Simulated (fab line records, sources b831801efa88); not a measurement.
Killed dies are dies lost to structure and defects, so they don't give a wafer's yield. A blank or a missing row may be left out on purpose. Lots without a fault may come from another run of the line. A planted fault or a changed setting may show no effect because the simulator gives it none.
Which tool did it? | flow gf180mcu | 24 lots, 72 wafers sampled, at 2 steps of a route of 602

WHAT THE GAUGES READ, wafer by wafer
GF_SALICIDE_RS_MEAS_04: measures by four-point-probe. Usual: SALICIDE_TIN_RS 16.4 ohm/sq, standard deviation 0.32.
lot  | measured     | on            | SALICIDE_TIN_RS (ohm/sq) | flag
L074 | day 15 07:49 | film_metro-01 | 16.4 16.5 16.2           |
L075 | day 15 08:34 | film_metro-01 | 16.5 16.5 16.0           |
L076 | day 15 19:36 | film_metro-04 | 16.2 16.4 16.0           |
L077 | day 16 03:27 | film_metro-04 | 16.6 16.5 16.3           |
L078 | day 16 16:16 | film_metro-03 | 16.6 16.6 16.7           |
L079 | day 16 22:49 | film_metro-04 | 17.1 16.9 17.2           |
L080 | day 17 15:04 | film_metro-03 | 16.2 16.5 16.1           |
L081 | day 17 20:32 | film_metro-03 | 16.8 17.0 17.1           |
L082 | day 18 06:41 | film_metro-04 | 16.0 15.9 15.9           |
L083 | day 18 12:39 | film_metro-03 | 16.8 16.8 16.7           |
L084 | day 18 18:11 | film_metro-03 | 16.7 16.9 16.7           |
L085 | day 19 02:07 | film_metro-01 | 16.6 16.8 16.6           |
L086 | day 19 18:38 | film_metro-04 | 16.2 16.5 16.2           |
L087 | day 20 00:55 | film_metro-01 | 16.2 16.2 15.9           |
L088 | day 20 07:37 | film_metro-03 | 16.4 16.4 16.1           |
L089 | day 20 15:49 | film_metro-04 | 16.5 16.7 16.5           |
L090 | day 20 23:20 | film_metro-04 | 15.9 16.4 16.0           |
L091 | day 21 05:34 | film_metro-01 | 16.6 16.6 16.7           |
L092 | day 21 12:19 | film_metro-01 | 16.1 16.5 16.4           |
L093 | day 22 05:00 | film_metro-01 | 16.6 16.8 16.5           |
L094 | day 22 07:47 | film_metro-03 | 16.1 16.4 16.2           |
L095 | day 22 15:55 | film_metro-03 | 15.9 16.2 16.2           |
L096 | day 23 02:22 | film_metro-03 | 16.6 16.1 16.6           |
L097 | day 23 10:40 | film_metro-03 | 16.1 16.1 16.3           |

GF_V1_OVL_MEAS_15. Usual: V1_OVL -2 nm, standard deviation 5.3.
lot  | measured     | on         | V1_OVL (nm) | flag
L074 | day 18 07:23 | overlay-02 | 6 5 6       |
L075 | day 18 08:04 | overlay-02 | -2 -1 -9    |
L076 | day 18 23:31 | overlay-02 | 4 -10 -8    |
L077 | day 19 05:26 | overlay-01 | 3 7 -8      |
L078 | day 19 18:55 | overlay-01 | -11 -4 -5   |
L079 | day 20 02:31 | overlay-02 | 6 1 1       |
L080 | day 20 18:54 | overlay-01 | 4 6 -2      |
L081 | day 21 01:15 | overlay-02 | 2 1 -3      |
L082 | day 21 11:17 | overlay-02 | 8 -4 -7     |
L083 | day 21 18:05 | overlay-02 | 0 2 -1      |
L084 | day 21 22:05 | overlay-01 | -3 -5 -8    |
L085 | day 22 06:35 | overlay-01 | 2 -2 -3     |
L086 | day 22 22:31 | overlay-02 | -5 -10 -9   |
L087 | day 23 03:26 | overlay-02 | -1 4 -7     |
L088 | day 23 08:31 | overlay-01 | -12 -4 2    |
L089 | day 23 18:29 | overlay-01 | -9 -3 -3    |
L090 | day 24 00:26 | overlay-01 | -11 -11 -11 |
L091 | day 24 06:53 | overlay-01 | -9 1 3      |
L092 | day 24 12:02 | overlay-02 | -2 -3 7     |
L093 | day 25 05:16 | overlay-01 | 2 9 2       |
L094 | day 25 07:32 | overlay-01 | 0 -4 -8     |
L095 | day 25 14:35 | overlay-02 | -7 -3 -6    |
L096 | day 26 00:35 | overlay-01 | 6 -1 1      |
L097 | day 26 07:34 | overlay-01 | 1 -2 -4     |

WHICH TOOL RAN EACH LOT (tool, then ch and the chambers of the sampled wafers, then the start)
The record holds no process step before these readings.

WHAT THE TOOLS THEMSELVES READ (means of the sampled wafers that have a number; where no wafer has one, the mark that the record gives instead)
The record holds no such reading with a usual standard deviation.

THE ANSWER, worked out from the rows above alone
Rule: a lot is off if the mean of its wafers that have a number lies more than 3 standard deviations from the usual mean. A lot without any number at a reading at which 4 lots or more have one is off too. The other lots that the step has rows for count as sound. The gauges are gone through in route order, then the tools' own readings, and for those a lot's mean is taken as printed above. The first step at which some lot is off is used, and at that step the reading that is off furthest; a lot without a number counts as furthest.
No lot is off at any reading shown: from this, nothing can be told.

WHAT THE SIMULATOR HAD PUT IN
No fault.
